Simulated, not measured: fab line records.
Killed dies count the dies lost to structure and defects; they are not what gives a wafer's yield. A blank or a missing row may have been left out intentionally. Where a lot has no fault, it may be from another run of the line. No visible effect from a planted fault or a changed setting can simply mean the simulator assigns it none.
Split-lot experiment	flow gf180mcu	5 lots, 23 wafers read, on a route of 602 steps

## THE SPLIT
At GF_V5_COAT_09 (resist thk 1000 nm), the setting resistThkNm was moved away from the recipe's 1000 nm on 8 of the 23 wafers read, by -3.8% to +4.5%. For the rest of the wafers, this setting stayed at what the recipe calls for.

The reading comes from the split's own step.

## THE READING
KrF_of_V5_COAT_09.thkNm (the simulator's own value, which no gauge read), in nm, at GF_V5_COAT_09 (resist thk 1000 nm). The file gives no usual value for it. The 15 wafers here that ran the recipe average 1001.8 nm, standard deviation 2.1 nm.

wafer	tool, chamber at the split	resistThkNm as run, nm	against the recipe	KrF_of_V5_COAT_09.thkNm, nm	against lot-mates on the recipe
L075.1	lithoTrack-02, 0	1000	recipe	1001	-
L075.4	lithoTrack-02, 0	1000	recipe	1004	-
L075.6	lithoTrack-02, 0	1000	recipe	999.9	-
L077.1	lithoTrack-03, 0	1000	recipe	1001	-
L077.2	lithoTrack-03, 0	1000	recipe	1005	-
L077.3	lithoTrack-03, 0	1000	recipe	1000	-
L077.5	lithoTrack-03, 0	1000	recipe	1003	-
L077.6	lithoTrack-03, 0	1000	recipe	1003	-
L078.1	lithoTrack-03, 0	983.1	-1.7%	988	-16.0
L078.2	lithoTrack-03, 0	983.1	-1.7%	983.4	-20.6
L078.3	lithoTrack-03, 0	1000	recipe	1003	-
L078.4	lithoTrack-03, 0	1000	recipe	1005	-
L078.6	lithoTrack-03, 0	983.1	-1.7%	985.9	-18.1
L079.1	lithoTrack-02, 0	1045	+4.5%	1046	+47.2
L079.2	lithoTrack-02, 0	1000	recipe	998.9	-
L079.3	lithoTrack-02, 0	1045	+4.5%	1045	+46.2
L079.4	lithoTrack-02, 0	1000	recipe	998.8	-
L079.5	lithoTrack-02, 0	1045	+4.5%	1042	+43.2
L083.2	lithoTrack-02, 0	1000	recipe	1001	-
L083.3	lithoTrack-02, 0	1000	recipe	999.3	-
L083.4	lithoTrack-02, 0	962	-3.8%	963.6	-37.8
L083.5	lithoTrack-02, 0	1000	recipe	1004	-
L083.6	lithoTrack-02, 0	962	-3.8%	961.7	-39.7

THE FIT
A straight line over all 23 wafers: KrF_of_V5_COAT_09.thkNm changes by +9.71 nm for each +1% of resistThkNm; r = +0.99; the points scatter about the line by 2.2 nm.
The same after taking each lot's own level away (the mean of its wafers on the recipe; 23 wafers): +10.2 nm for each +1%; r = +1.00; scatter 1.7 nm.
According to that fit, moving resistThkNm by its largest amount changes the reading by 46 nm.
Measured against the standard deviation above, the lots' own levels, which go from 998.85 to 1004.00 nm, span 2.4 times it.
The two slopes are in agreement: the lot-to-lot level therefore moves the slope only a little.
Check: +45.2 nm against its lot-mates is what the line predicts for one of the wafers moved furthest among these (+4.5%) when that wafer is left out of the fit. It came out at +47.2 nm against them.

## THESE WAFERS: OTHER SPLITS
Note: prior to the reading, these wafers also went through further splits. Each is held against what the fit with the lots' levels taken away leaves over:
other split on the same wafers	wafers away from the commonest value	r with KrF_of_V5_COAT_09.thkNm (lot level and that fit taken away)
GF_M5_METAL_ETCH_10 icpW	5	+0.00

## THE FILE'S OWN FIT
KrF_of_V5_COAT_09.thkNm changes by +10.2 nm for each +1% of resistThkNm, r = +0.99.
